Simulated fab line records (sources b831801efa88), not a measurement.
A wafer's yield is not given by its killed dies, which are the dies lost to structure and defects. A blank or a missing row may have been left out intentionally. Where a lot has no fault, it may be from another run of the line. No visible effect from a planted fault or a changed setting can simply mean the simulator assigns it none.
Matching of chambers + flow sky130 + SKY_CONTACT_CMP_04 on cmp-01 has 4 sister chambers
The step polishes SiO2. 4 wafers are shown with their chamber, then 12 later ones without.

== EACH WAFER AND ITS CHAMBER ==
| wafer  | chamber | motor_current_A (A) |
|--------|---------|---------------------|
| L081.5 | 0       | 15.1                |
| L082.5 | 1       | 12.3                |
| L084.3 | 2       | 13.3                |
| L084.5 | 3       | 12.8                |

== WAFERS WHOSE CHAMBER IS MISSING ==
| wafer  | motor_current_A (A) |
|--------|---------------------|
| L085.1 | 12.9                |
| L085.2 | 12.7                |
| L085.4 | 12.7                |
| L093.2 | 14.9                |
| L093.3 | 13.7                |
| L093.6 | 12.6                |
| L097.1 | 13.5                |
| L097.4 | 15.6                |
| L097.5 | 13.0                |
| L096.1 | 13.0                |
| L096.2 | 12.8                |
| L096.6 | 13.3                |

== THE CHAMBER EACH PASSED THROUGH ==
| wafer  | from the rows above     | in truth                   |
|--------|-------------------------|----------------------------|
| L085.1 | can't be placed: 3 or 2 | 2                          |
| L085.2 | can't be placed: 3 or 1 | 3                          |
| L085.4 | can't be placed: 3 or 1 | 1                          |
| L093.2 | 0                       | 0                          |
| L093.3 | 2                       | 2                          |
| L093.6 | can't be placed: 3 or 1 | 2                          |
| L097.1 | 2                       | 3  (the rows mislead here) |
| L097.4 | 0                       | 0                          |
| L097.5 | can't be placed: 3 or 2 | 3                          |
| L096.1 | can't be placed: 3 or 2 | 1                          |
| L096.2 | 3                       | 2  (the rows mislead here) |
| L096.6 | 2                       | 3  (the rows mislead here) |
Correctly placed: 3 of 12. Cannot be placed on the basis of these rows: 6; the candidates contain the true chamber in 4. Wrongly placed: 3.
How it was worked out, from the rows above alone: a wafer's distance from a chamber is the root of the sum, over the readings, of the square of ((its reading less the chamber's mean) divided by the reading's scatter). The wafer belongs to the nearest chamber; if the next one is less than 2 further off, it can't be placed. For every chamber, the mean is computed from those of its wafers that are shown. The scatter (one wafer shown for each chamber): square how far every hidden wafer sits from the nearest shown wafer, average those squares and take the square root.
